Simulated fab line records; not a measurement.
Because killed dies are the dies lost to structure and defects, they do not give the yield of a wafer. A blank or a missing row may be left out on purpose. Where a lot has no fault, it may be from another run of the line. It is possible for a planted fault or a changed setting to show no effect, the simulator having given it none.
fab line records || flow sky130
record: {"lots": 14, "wafers": 42, "last-day": 50}
route steps=708 shown RES_XHIGH@360 LI_CONTACT@372 LOCAL_INTERCONNECT@388
lots untouched by any fault: they come from a run of this same line in which no faults occurred
start-h: the number of hours between the record's first day and the start of the first shown wafer of the lot || wait-h: hours from the lot's prior step to this one || " as in the row above || L1.1+2: a single row standing in for several wafers || - no value, or no start given || * or withheld: withheld || < > ~ a bound
route shown NAME@n: a module of which the file shows steps, and the number in the route of the first || usual: mean/standard deviation of fault-free wafers || same: alike in all rows || chamber/n: place in a boat || sites: readings site by site || _std_site: the values' standard deviation || _edge_site: the outer-site mean with the inner-site mean subtracted || radius-mm: for every site, how far away it sits from the centre of the wafer || mask NAME#n: copy n || behind: tool/chamber where the wafer was last shaped || hold: cause of the lot's hold/its duration in hours/its outcome || device: whichever transistor did not switch (one of n, p or np) || end of line: the tests these same wafers got at the end of their route || step lacking rows: just its recipe || killed: not the wafer's yield, but the dies lost to structure and defects at the first sort || map: the dies of a wafer, with x for killed, . for not killed, _ for no die there
set.NAME: the run value of the setting; set.NAME@STEP: its run value at that earlier step || model.NAME: the simulator's own value behind a step, which no gauge read
steps of the route over a sample of lots; a table a step, a row a wafer
services: from which hour (start-h, from the record's first day; less than 0 if before it) a tool's chamber was out of use, for how many hours, and why
== steps ==
step: SKY_SD_N_RS_MEAS_18
recipe: {"thk-meas-gauge": "four-point-probe"}
usual: {"RES_XHIGH_RS": "333.0/1.2"}
{"lot.wafer": "L107.2", "tool": "film-metro-01", "chamber": "-", "start-h": 646.42, "wait-h": 0.1, "RES_XHIGH_RS[ohm/sq]": 332.2}
{"lot.wafer": "L107.5", "tool": "film-metro-01", "chamber": "-", "start-h": 646.42, "wait-h": 0.1, "RES_XHIGH_RS[ohm/sq]": 331.6}
{"lot.wafer": "L107.6", "tool": "film-metro-01", "chamber": "-", "start-h": 646.42, "wait-h": 0.1, "RES_XHIGH_RS[ohm/sq]": 331.3}
{"lot.wafer": "L110.2", "tool": "film-metro-01", "chamber": "-", "start-h": 674.42, "wait-h": 0.1, "RES_XHIGH_RS[ohm/sq]": 333.5}
{"lot.wafer": "L110.3", "tool": "film-metro-01", "chamber": "-", "start-h": 674.42, "wait-h": 0.1, "RES_XHIGH_RS[ohm/sq]": 333.4}
{"lot.wafer": "L110.4", "tool": "film-metro-01", "chamber": "-", "start-h": 674.42, "wait-h": 0.1, "RES_XHIGH_RS[ohm/sq]": 332.4}
{"lot.wafer": "L111.2", "tool": "film-metro-04", "chamber": "-", "start-h": 681.11, "wait-h": 0.1, "RES_XHIGH_RS[ohm/sq]": 335.1}
{"lot.wafer": "L111.4", "tool": "film-metro-04", "chamber": "-", "start-h": 681.11, "wait-h": 0.1, "RES_XHIGH_RS[ohm/sq]": 333.6}
{"lot.wafer": "L111.6", "tool": "film-metro-04", "chamber": "-", "start-h": 681.11, "wait-h": 0.1, "RES_XHIGH_RS[ohm/sq]": 333.9}
{"lot.wafer": "L112.1", "tool": "film-metro-04", "chamber": "-", "start-h": 691.89, "wait-h": 0.1, "RES_XHIGH_RS[ohm/sq]": 333.4}
{"lot.wafer": "L112.3", "tool": "film-metro-04", "chamber": "-", "start-h": 691.89, "wait-h": 0.1, "RES_XHIGH_RS[ohm/sq]": 333.4}
{"lot.wafer": "L112.6", "tool": "film-metro-04", "chamber": "-", "start-h": 691.89, "wait-h": 0.1, "RES_XHIGH_RS[ohm/sq]": 334.0}
{"lot.wafer": "L114.1", "tool": "film-metro-01", "chamber": "-", "start-h": 705.84, "wait-h": 0.1, "RES_XHIGH_RS[ohm/sq]": 331.8}
{"lot.wafer": "L114.2", "tool": "film-metro-01", "chamber": "-", "start-h": 705.84, "wait-h": 0.1, "RES_XHIGH_RS[ohm/sq]": 331.0}
{"lot.wafer": "L114.5", "tool": "film-metro-01", "chamber": "-", "start-h": 705.84, "wait-h": 0.1, "RES_XHIGH_RS[ohm/sq]": 333.1}
{"lot.wafer": "L115.1", "tool": "film-metro-04", "chamber": "-", "start-h": 712.39, "wait-h": 0.1, "RES_XHIGH_RS[ohm/sq]": 334.7}
{"lot.wafer": "L115.5", "tool": "film-metro-04", "chamber": "-", "start-h": 712.39, "wait-h": 0.1, "RES_XHIGH_RS[ohm/sq]": 334.8}
{"lot.wafer": "L115.6", "tool": "film-metro-04", "chamber": "-", "start-h": 712.39, "wait-h": 0.1, "RES_XHIGH_RS[ohm/sq]": 336.0}
{"lot.wafer": "L118.1", "tool": "film-metro-01", "chamber": "-", "start-h": 737.53, "wait-h": 0.1, "RES_XHIGH_RS[ohm/sq]": 332.4}
{"lot.wafer": "L118.3", "tool": "film-metro-01", "chamber": "-", "start-h": 737.53, "wait-h": 0.1, "RES_XHIGH_RS[ohm/sq]": 332.3}
{"lot.wafer": "L118.4", "tool": "film-metro-01", "chamber": "-", "start-h": 737.53, "wait-h": 0.1, "RES_XHIGH_RS[ohm/sq]": 332.4}
{"lot.wafer": "L119.3", "tool": "film-metro-02", "chamber": "-", "start-h": 753.47, "wait-h": 0.1, "RES_XHIGH_RS[ohm/sq]": 331.3}
{"lot.wafer": "L119.5", "tool": "film-metro-02", "chamber": "-", "start-h": 753.47, "wait-h": 0.1, "RES_XHIGH_RS[ohm/sq]": 331.9}
{"lot.wafer": "L119.6", "tool": "film-metro-02", "chamber": "-", "start-h": 753.47, "wait-h": 0.1, "RES_XHIGH_RS[ohm/sq]": 332.4}
{"lot.wafer": "L122.2", "tool": "film-metro-02", "chamber": "-", "start-h": 779.62, "wait-h": 0.1, "RES_XHIGH_RS[ohm/sq]": 332.7}
{"lot.wafer": "L122.3", "tool": "film-metro-02", "chamber": "-", "start-h": 779.62, "wait-h": 0.1, "RES_XHIGH_RS[ohm/sq]": 332.3}
{"lot.wafer": "L122.4", "tool": "film-metro-02", "chamber": "-", "start-h": 779.62, "wait-h": 0.1, "RES_XHIGH_RS[ohm/sq]": 332.7}
{"lot.wafer": "L123.1", "tool": "film-metro-01", "chamber": "-", "start-h": 782.09, "wait-h": 0.1, "RES_XHIGH_RS[ohm/sq]": 331.3}
{"lot.wafer": "L123.4", "tool": "film-metro-01", "chamber": "-", "start-h": 782.09, "wait-h": 0.1, "RES_XHIGH_RS[ohm/sq]": 331.2}
{"lot.wafer": "L123.6", "tool": "film-metro-01", "chamber": "-", "start-h": 782.09, "wait-h": 0.1, "RES_XHIGH_RS[ohm/sq]": 330.1}
{"lot.wafer": "L124.2", "tool": "film-metro-02", "chamber": "-", "start-h": 785.95, "wait-h": 0.1, "RES_XHIGH_RS[ohm/sq]": 334.3}
{"lot.wafer": "L124.3", "tool": "film-metro-02", "chamber": "-", "start-h": 785.95, "wait-h": 0.1, "RES_XHIGH_RS[ohm/sq]": 334.5}
{"lot.wafer": "L124.5", "tool": "film-metro-02", "chamber": "-", "start-h": 785.95, "wait-h": 0.1, "RES_XHIGH_RS[ohm/sq]": 334.3}
{"lot.wafer": "L126.3", "tool": "film-metro-01", "chamber": "-", "start-h": 802.69, "wait-h": 0.1, "RES_XHIGH_RS[ohm/sq]": 331.3}
{"lot.wafer": "L126.4", "tool": "film-metro-01", "chamber": "-", "start-h": 802.69, "wait-h": 0.1, "RES_XHIGH_RS[ohm/sq]": 331.6}
{"lot.wafer": "L126.6", "tool": "film-metro-01", "chamber": "-", "start-h": 802.69, "wait-h": 0.1, "RES_XHIGH_RS[ohm/sq]": 333.1}
{"lot.wafer": "L128.1", "tool": "film-metro-02", "chamber": "-", "start-h": 813.94, "wait-h": 0.1, "RES_XHIGH_RS[ohm/sq]": 335.5}
{"lot.wafer": "L128.4", "tool": "film-metro-02", "chamber": "-", "start-h": 813.94, "wait-h": 0.1, "RES_XHIGH_RS[ohm/sq]": 334.5}
{"lot.wafer": "L128.5", "tool": "film-metro-02", "chamber": "-", "start-h": 813.94, "wait-h": 0.1, "RES_XHIGH_RS[ohm/sq]": 335.2}
{"lot.wafer": "L129.1", "tool": "film-metro-04", "chamber": "-", "start-h": 819.51, "wait-h": 0.1, "RES_XHIGH_RS[ohm/sq]": 332.8}
{"lot.wafer": "L129.2", "tool": "film-metro-04", "chamber": "-", "start-h": 819.51, "wait-h": 0.1, "RES_XHIGH_RS[ohm/sq]": 331.9}
{"lot.wafer": "L129.5", "tool": "film-metro-04", "chamber": "-", "start-h": 819.51, "wait-h": 0.1, "RES_XHIGH_RS[ohm/sq]": 332.7}
step: SKY_LI_CONTACT_PEB_10
recipe: {"peb-temp-c": "withheld", "peb-time-s": "withheld", "resist": "KrF-thick"}
usual: {"chill-plate-temp-C": "*", "exhaust-pa": "45.1/1"}
{"lot.wafer": "L107.2", "tool": "litho-track-01", "chamber": 0, "start-h": 674, "wait-h": "-", "chill-plate-temp-C": "*", "exhaust-pa": 46.7}
{"lot.wafer": "L107.5", "tool": "litho-track-01", "chamber": 0, "start-h": 674, "wait-h": "-", "chill-plate-temp-C": "*", "exhaust-pa": 46.4}
{"lot.wafer": "L107.6", "tool": "litho-track-01", "chamber": 0, "start-h": 674, "wait-h": "-", "chill-plate-temp-C": "*", "exhaust-pa": 44.7}
{"lot.wafer": "L110.2", "tool": "litho-track-04", "chamber": 0, "start-h": 702, "wait-h": "-", "chill-plate-temp-C": "*", "exhaust-pa": 45.8}
{"lot.wafer": "L110.3", "tool": "litho-track-04", "chamber": 0, "start-h": 702, "wait-h": "-", "chill-plate-temp-C": "*", "exhaust-pa": 45.9}
{"lot.wafer": "L110.4", "tool": "litho-track-04", "chamber": 0, "start-h": 702, "wait-h": "-", "chill-plate-temp-C": "*", "exhaust-pa": 46.3}
{"lot.wafer": "L111.2", "tool": "litho-track-01", "chamber": 0, "start-h": 709, "wait-h": "-", "chill-plate-temp-C": "*", "exhaust-pa": 46.1}
{"lot.wafer": "L111.4", "tool": "litho-track-01", "chamber": 0, "start-h": 709, "wait-h": "-", "chill-plate-temp-C": "*", "exhaust-pa": 44.3}
{"lot.wafer": "L111.6", "tool": "litho-track-01", "chamber": 0, "start-h": 709, "wait-h": "-", "chill-plate-temp-C": "*", "exhaust-pa": 46.3}
{"lot.wafer": "L112.1", "tool": "litho-track-01", "chamber": 0, "start-h": 719, "wait-h": "-", "chill-plate-temp-C": "*", "exhaust-pa": 46.7}
{"lot.wafer": "L112.3", "tool": "litho-track-01", "chamber": 0, "start-h": 720, "wait-h": "-", "chill-plate-temp-C": "*", "exhaust-pa": 47.0}
{"lot.wafer": "L112.6", "tool": "litho-track-01", "chamber": 0, "start-h": 720, "wait-h": "-", "chill-plate-temp-C": "*", "exhaust-pa": 47.3}
{"lot.wafer": "L114.1", "tool": "litho-track-01", "chamber": "-", "start-h": 733, "wait-h": "-", "chill-plate-temp-C": "-", "exhaust-pa": "-"}
{"lot.wafer": "L114.2", "tool": "litho-track-01", "chamber": "-", "start-h": 733, "wait-h": "-", "chill-plate-temp-C": "-", "exhaust-pa": "-"}
{"lot.wafer": "L114.5", "tool": "litho-track-01", "chamber": "-", "start-h": 733, "wait-h": "-", "chill-plate-temp-C": "-", "exhaust-pa": "-"}
{"lot.wafer": "L115.1", "tool": "litho-track-01", "chamber": "-", "start-h": 739, "wait-h": "-", "chill-plate-temp-C": "-", "exhaust-pa": "-"}
{"lot.wafer": "L115.5", "tool": "litho-track-01", "chamber": "-", "start-h": 739, "wait-h": "-", "chill-plate-temp-C": "-", "exhaust-pa": "-"}
{"lot.wafer": "L115.6", "tool": "litho-track-01", "chamber": "-", "start-h": 739, "wait-h": "-", "chill-plate-temp-C": "-", "exhaust-pa": "-"}
{"lot.wafer": "L118.1", "tool": "litho-track-03", "chamber": 0, "start-h": 764, "wait-h": "-", "chill-plate-temp-C": "*", "exhaust-pa": 44.8}
{"lot.wafer": "L118.3", "tool": "litho-track-03", "chamber": 0, "start-h": 765, "wait-h": "-", "chill-plate-temp-C": "*", "exhaust-pa": 44.5}
{"lot.wafer": "L118.4", "tool": "litho-track-03", "chamber": 0, "start-h": 765, "wait-h": "-", "chill-plate-temp-C": "*", "exhaust-pa": 45.1}
{"lot.wafer": "L119.3", "tool": "litho-track-01", "chamber": 0, "start-h": 780, "wait-h": "-", "chill-plate-temp-C": "*", "exhaust-pa": 42.7}
{"lot.wafer": "L119.5", "tool": "litho-track-01", "chamber": 0, "start-h": 780, "wait-h": "-", "chill-plate-temp-C": "*", "exhaust-pa": 43.3}
{"lot.wafer": "L119.6", "tool": "litho-track-01", "chamber": 0, "start-h": 780, "wait-h": "-", "chill-plate-temp-C": "*", "exhaust-pa": 43.6}
{"lot.wafer": "L122.2", "tool": "litho-track-04", "chamber": 0, "start-h": 805, "wait-h": "-", "chill-plate-temp-C": "*", "exhaust-pa": 44.7}
{"lot.wafer": "L122.3", "tool": "litho-track-04", "chamber": 0, "start-h": 805, "wait-h": "-", "chill-plate-temp-C": "*", "exhaust-pa": 45.6}
{"lot.wafer": "L122.4", "tool": "litho-track-04", "chamber": 0, "start-h": 805, "wait-h": "-", "chill-plate-temp-C": "*", "exhaust-pa": 46.2}
{"lot.wafer": "L123.1", "tool": "litho-track-04", "chamber": 0, "start-h": 808, "wait-h": "-", "chill-plate-temp-C": "*", "exhaust-pa": 45.3}
{"lot.wafer": "L123.4", "tool": "litho-track-04", "chamber": 0, "start-h": 809, "wait-h": "-", "chill-plate-temp-C": "*", "exhaust-pa": 44.8}
{"lot.wafer": "L123.6", "tool": "litho-track-04", "chamber": 0, "start-h": 809, "wait-h": "-", "chill-plate-temp-C": "*", "exhaust-pa": 46.3}
{"lot.wafer": "L124.2", "tool": "litho-track-01", "chamber": 0, "start-h": 813, "wait-h": "-", "chill-plate-temp-C": "*", "exhaust-pa": 45.2}
{"lot.wafer": "L124.3", "tool": "litho-track-01", "chamber": 0, "start-h": 813, "wait-h": "-", "chill-plate-temp-C": "*", "exhaust-pa": 46.2}
{"lot.wafer": "L124.5", "tool": "litho-track-01", "chamber": 0, "start-h": 813, "wait-h": "-", "chill-plate-temp-C": "*", "exhaust-pa": 44.0}
{"lot.wafer": "L126.3", "tool": "litho-track-01", "chamber": 0, "start-h": 830, "wait-h": "-", "chill-plate-temp-C": "*", "exhaust-pa": 45.8}
{"lot.wafer": "L126.4", "tool": "litho-track-01", "chamber": 0, "start-h": 830, "wait-h": "-", "chill-plate-temp-C": "*", "exhaust-pa": 45.4}
{"lot.wafer": "L126.6", "tool": "litho-track-01", "chamber": 0, "start-h": 830, "wait-h": "-", "chill-plate-temp-C": "*", "exhaust-pa": 45.4}
{"lot.wafer": "L128.1", "tool": "litho-track-01", "chamber": 0, "start-h": 840, "wait-h": "-", "chill-plate-temp-C": "*", "exhaust-pa": 45.9}
{"lot.wafer": "L128.4", "tool": "litho-track-01", "chamber": 0, "start-h": 840, "wait-h": "-", "chill-plate-temp-C": "*", "exhaust-pa": 45.8}
{"lot.wafer": "L128.5", "tool": "litho-track-01", "chamber": 0, "start-h": 840, "wait-h": "-", "chill-plate-temp-C": "*", "exhaust-pa": 45.5}
{"lot.wafer": "L129.1", "tool": "litho-track-03", "chamber": 0, "start-h": 846, "wait-h": "-", "chill-plate-temp-C": "*", "exhaust-pa": 44.2}
{"lot.wafer": "L129.2", "tool": "litho-track-03", "chamber": 0, "start-h": 846, "wait-h": "-", "chill-plate-temp-C": "*", "exhaust-pa": 45.7}
{"lot.wafer": "L129.5", "tool": "litho-track-03", "chamber": 0, "start-h": 846, "wait-h": "-", "chill-plate-temp-C": "*", "exhaust-pa": 44.3}
step: SKY_LOCAL_INTERCONNECT_RS_MEAS_01
recipe: {"thk-meas-gauge": "four-point-probe", "reads": "TiN_of_LOCAL_INTERCONNECT_SPUTTER_00"}
usual: {"LOCAL_INTERCONNECT_TIN_RS": "14.22/0.13"}
{"lot.wafer": "L107.2", "tool": "film-metro-02", "chamber": "-", "start-h": 676.27, "wait-h": 0.1, "LOCAL_INTERCONNECT_TIN_RS[ohm/sq]": 14.34}
{"lot.wafer": "L107.5", "tool": "film-metro-02", "chamber": "-", "start-h": 676.27, "wait-h": 0.1, "LOCAL_INTERCONNECT_TIN_RS[ohm/sq]": 14.25}
{"lot.wafer": "L107.6", "tool": "film-metro-02", "chamber": "-", "start-h": 676.27, "wait-h": 0.1, "LOCAL_INTERCONNECT_TIN_RS[ohm/sq]": 14.36}
{"lot.wafer": "L110.2", "tool": "film-metro-01", "chamber": "-", "start-h": 703.92, "wait-h": 0.1, "LOCAL_INTERCONNECT_TIN_RS[ohm/sq]": 14.06}
{"lot.wafer": "L110.3", "tool": "film-metro-01", "chamber": "-", "start-h": 703.92, "wait-h": 0.1, "LOCAL_INTERCONNECT_TIN_RS[ohm/sq]": 14.19}
{"lot.wafer": "L110.4", "tool": "film-metro-01", "chamber": "-", "start-h": 703.92, "wait-h": 0.1, "LOCAL_INTERCONNECT_TIN_RS[ohm/sq]": 14.13}
{"lot.wafer": "L111.2", "tool": "film-metro-01", "chamber": "-", "start-h": 710.74, "wait-h": 0.1, "LOCAL_INTERCONNECT_TIN_RS[ohm/sq]": 14.23}
{"lot.wafer": "L111.4", "tool": "film-metro-01", "chamber": "-", "start-h": 710.74, "wait-h": 0.1, "LOCAL_INTERCONNECT_TIN_RS[ohm/sq]": 14.25}
{"lot.wafer": "L111.6", "tool": "film-metro-01", "chamber": "-", "start-h": 710.74, "wait-h": 0.1, "LOCAL_INTERCONNECT_TIN_RS[ohm/sq]": 14.25}
{"lot.wafer": "L112.1", "tool": "film-metro-01", "chamber": "-", "start-h": 721.74, "wait-h": 0.0, "LOCAL_INTERCONNECT_TIN_RS[ohm/sq]": 14.15}
{"lot.wafer": "L112.3", "tool": "film-metro-01", "chamber": "-", "start-h": 721.74, "wait-h": 0.0, "LOCAL_INTERCONNECT_TIN_RS[ohm/sq]": 14.18}
{"lot.wafer": "L112.6", "tool": "film-metro-01", "chamber": "-", "start-h": 721.74, "wait-h": 0.0, "LOCAL_INTERCONNECT_TIN_RS[ohm/sq]": 14.17}
{"lot.wafer": "L118.1", "tool": "film-metro-02", "chamber": "-", "start-h": 766.69, "wait-h": 0.0, "LOCAL_INTERCONNECT_TIN_RS[ohm/sq]": 14.40}
{"lot.wafer": "L118.3", "tool": "film-metro-02", "chamber": "-", "start-h": 766.69, "wait-h": 0.0, "LOCAL_INTERCONNECT_TIN_RS[ohm/sq]": 14.24}
{"lot.wafer": "L118.4", "tool": "film-metro-02", "chamber": "-", "start-h": 766.69, "wait-h": 0.0, "LOCAL_INTERCONNECT_TIN_RS[ohm/sq]": 14.37}
{"lot.wafer": "L119.3", "tool": "film-metro-02", "chamber": "-", "start-h": 782.10, "wait-h": 0.1, "LOCAL_INTERCONNECT_TIN_RS[ohm/sq]": 14.36}
{"lot.wafer": "L119.5", "tool": "film-metro-02", "chamber": "-", "start-h": 782.10, "wait-h": 0.1, "LOCAL_INTERCONNECT_TIN_RS[ohm/sq]": 14.53}
{"lot.wafer": "L119.6", "tool": "film-metro-02", "chamber": "-", "start-h": 782.10, "wait-h": 0.1, "LOCAL_INTERCONNECT_TIN_RS[ohm/sq]": 14.38}
{"lot.wafer": "L122.2", "tool": "film-metro-02", "chamber": "-", "start-h": 807.61, "wait-h": 0.1, "LOCAL_INTERCONNECT_TIN_RS[ohm/sq]": 13.97}
{"lot.wafer": "L122.3", "tool": "film-metro-02", "chamber": "-", "start-h": 807.61, "wait-h": 0.1, "LOCAL_INTERCONNECT_TIN_RS[ohm/sq]": 13.93}
{"lot.wafer": "L122.4", "tool": "film-metro-02", "chamber": "-", "start-h": 807.61, "wait-h": 0.1, "LOCAL_INTERCONNECT_TIN_RS[ohm/sq]": 14.07}
{"lot.wafer": "L123.1", "tool": "film-metro-01", "chamber": "-", "start-h": 810.69, "wait-h": 0.0, "LOCAL_INTERCONNECT_TIN_RS[ohm/sq]": 14.10}
{"lot.wafer": "L123.4", "tool": "film-metro-01", "chamber": "-", "start-h": 810.69, "wait-h": 0.0, "LOCAL_INTERCONNECT_TIN_RS[ohm/sq]": 14.28}
{"lot.wafer": "L123.6", "tool": "film-metro-01", "chamber": "-", "start-h": 810.69, "wait-h": 0.0, "LOCAL_INTERCONNECT_TIN_RS[ohm/sq]": 14.05}
{"lot.wafer": "L124.2", "tool": "film-metro-03", "chamber": "-", "start-h": 814.93, "wait-h": 0.1, "LOCAL_INTERCONNECT_TIN_RS[ohm/sq]": 14.10}
{"lot.wafer": "L124.3", "tool": "film-metro-03", "chamber": "-", "start-h": 814.93, "wait-h": 0.1, "LOCAL_INTERCONNECT_TIN_RS[ohm/sq]": 13.98}
{"lot.wafer": "L124.5", "tool": "film-metro-03", "chamber": "-", "start-h": 814.93, "wait-h": 0.1, "LOCAL_INTERCONNECT_TIN_RS[ohm/sq]": 14.14}
{"lot.wafer": "L126.3", "tool": "film-metro-01", "chamber": "-", "start-h": 831.80, "wait-h": 0.1, "LOCAL_INTERCONNECT_TIN_RS[ohm/sq]": 14.29}
{"lot.wafer": "L126.4", "tool": "film-metro-01", "chamber": "-", "start-h": 831.80, "wait-h": 0.1, "LOCAL_INTERCONNECT_TIN_RS[ohm/sq]": 14.22}
{"lot.wafer": "L126.6", "tool": "film-metro-01", "chamber": "-", "start-h": 831.80, "wait-h": 0.1, "LOCAL_INTERCONNECT_TIN_RS[ohm/sq]": 14.14}
{"lot.wafer": "L128.1", "tool": "film-metro-02", "chamber": "-", "start-h": 842.10, "wait-h": 0.0, "LOCAL_INTERCONNECT_TIN_RS[ohm/sq]": 14.29}
{"lot.wafer": "L128.4", "tool": "film-metro-02", "chamber": "-", "start-h": 842.10, "wait-h": 0.0, "LOCAL_INTERCONNECT_TIN_RS[ohm/sq]": 14.31}
{"lot.wafer": "L128.5", "tool": "film-metro-02", "chamber": "-", "start-h": 842.10, "wait-h": 0.0, "LOCAL_INTERCONNECT_TIN_RS[ohm/sq]": 14.35}
{"lot.wafer": "L129.1", "tool": "film-metro-02", "chamber": "-", "start-h": 848.47, "wait-h": 0.0, "LOCAL_INTERCONNECT_TIN_RS[ohm/sq]": 14.44}
{"lot.wafer": "L129.2", "tool": "film-metro-02", "chamber": "-", "start-h": 848.47, "wait-h": 0.0, "LOCAL_INTERCONNECT_TIN_RS[ohm/sq]": 14.23}
{"lot.wafer": "L129.5", "tool": "film-metro-02", "chamber": "-", "start-h": 848.47, "wait-h": 0.0, "LOCAL_INTERCONNECT_TIN_RS[ohm/sq]": 14.35}
== services ==
{"tool": "litho-track-01", "chamber": "-", "start-h": 733.09, "hours": "-", "kind": "consumable-replace:filter"}
== key ==
first-sign: {"step": "SKY_LI_CONTACT_PEB_10", "reading": "tool-record", "direction": "missing"}
effect none on later readings
met-at SKY_LI_CONTACT_PEB_10
struck-lots L114,L115
later-rows-left-out L114.1,L114.2,L114.5,L115.1,L115.5,L115.6
sort-left-out L114.1,L114.2,L114.5,L115.1,L115.5,L115.6
tester-left-out L114,L115
not-acting-at SKY_SD_N_RS_MEAS_18,SKY_LOCAL_INTERCONNECT_RS_MEAS_01
onset-between 719 733
fault: {"kind": "skipped-step-whole", "tool": "litho-track-01", "chamber": "-", "onset-h": 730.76, "steps": "SKY_LI_CONTACT_PEB_10", "scope": "struck-lots-only"}
tester-left-out: of these lots the tester's yield and bins aren't shown, on N5 and GAA mostly nor the transistor test; their killed dies are dies lost to structure and defects alone, not to doping, threshold or leakage, so they don't give the yield
sort-left-out: the simulated sort isn't trusted on such a fault, so these wafers' sort isn't shown, and their yield isn't known
later-rows-left-out: the simulator's readings of these wafers behind a module that went badly wrong aren't trusted and aren't shown, but for the sort
